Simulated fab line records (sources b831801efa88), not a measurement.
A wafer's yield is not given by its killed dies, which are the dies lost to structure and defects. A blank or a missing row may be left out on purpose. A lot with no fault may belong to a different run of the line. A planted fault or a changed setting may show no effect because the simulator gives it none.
Struck lot and sound lot, side by side ; flow sky130 ; 15 steps out of a route of 708
Sound: wafers L723.3, L723.4, L723.5. Struck: wafers L735.1, L735.4, L735.6. The cause comes at the end.
Order at every step that has rows: each side's tool, ch and its chambers, its first start. Under that, the readings that differ: sound wafers ; struck wafers ; difference of the means ; sigmas: that difference in standard deviations of wafers without a fault.
alike: words and numbers the same on both sides, and readings whose means are apart by under 2 such deviations; not compared: readings that were withheld, readings missing a value for some wafer, numbers with overlapping values and no deviation given by the record, and bounds like >300 which may hide the same value.
The two part at a step that has a row with sigmas, a row that says differs or no value, or rows on one side only. When numbers do not overlap yet have no deviation, they are printed without sigmas and do not part them. A reading missing from all wafers of one side parts the sides only when that side holds two or more wafers.

first, 9 steps without rows for these wafers: SKY_CAP2M_CLEAN_17 (cleans in O3/DIW); SKY_METAL4_DEHYDRATE_05 (time 60 s); SKY_METAL4_HMDS_06 (prime time 60 s); SKY_METAL4_COAT_07 (resist thk 60 nm); SKY_METAL4_COAT_08 (resist thk 1140 nm); SKY_METAL4_SOFTBAKE_09 (time 90 s); SKY_METAL4_EXPOSE_10 (exposes mask MM4, target cd 300 nm); SKY_METAL4_PEB_11; SKY_METAL4_DEVELOP_12 (develop time 60 s).
SKY_METAL4_CD_MEAS_13: target cd 300 nm.
  struck on cd-sem-02, day 45 06:07; sound on cd-sem-02, day 41 13:48
  alike: cd-nm
SKY_METAL4_OVL_MEAS_14:
  struck on overlay-02, day 45 06:14; sound on overlay-02, day 41 13:54
  alike: METAL4_OVL
SKY_METAL4_DESCUM_15: chemistry O2, time 8 s.
  sound on rie-metal-03 ch 0,1, day 41 13:56; struck on rie-metal-01 ch 0,1, day 45 06:16
reading;sound;struck;difference;sigmas
chamber-pressure-mTorr (mTorr);10.006 10.013 10.014;9.995 9.975 9.997;-0.022;-2
oes-product-au (a.u.);1.003 1.012 1.008;0.991 0.988 0.997;-0.016;-2
  alike: drypump-motor-current-A, temp-c
  not compared: rf-hours-counter-h
SKY_METAL4_ETCH_16: etches BARC in N2/H2, stops on SiO2, time 88.2 s, target depth 60 nm.
  sound on rie-metal-03 ch 0,1, day 41 13:59; struck on rie-metal-01 ch 0,1, day 45 06:18
reading;sound;struck;difference;sigmas
oes-product-au (a.u.);0.627 0.628 0.629;0.740 0.737 0.741;+0.111;+24
run-length-s (s);116.1 116.6 117.0;100.9 100.0 100.6;-16.1;-39
model.KrF-thick_of_METAL4_COAT_08.thk-nm (nm);1072 1072 1071;1094 1091 1092;+21;
  alike: chamber-pressure-mTorr, drypump-motor-current-A, n2-flow-sccm, throttle-valve-pct
  not compared: rf-hours-counter-h
SKY_METAL4_ETCH_17: etches SiO2 in C4F8/O2/Ar, stops on TiN, time 3.9 s, target depth 15 nm.
  sound on rie-diel-04 ch 0,1,3, day 41 14:03; struck on rie-diel-03 ch 1,2,3, day 45 06:24
  alike: chamber-pressure-mTorr, oes-product-au
  not compared: rf-hours-counter-h
SKY_PAD_OPEN_PROBE_99:
  the record has rows for the sound wafers here (prober-01, day 45 16:10) and none for the struck ones

WHERE THEY PART
First at SKY_METAL4_DESCUM_15; last, within this record, at SKY_PAD_OPEN_PROBE_99.

WHY: the cause the simulator had injected
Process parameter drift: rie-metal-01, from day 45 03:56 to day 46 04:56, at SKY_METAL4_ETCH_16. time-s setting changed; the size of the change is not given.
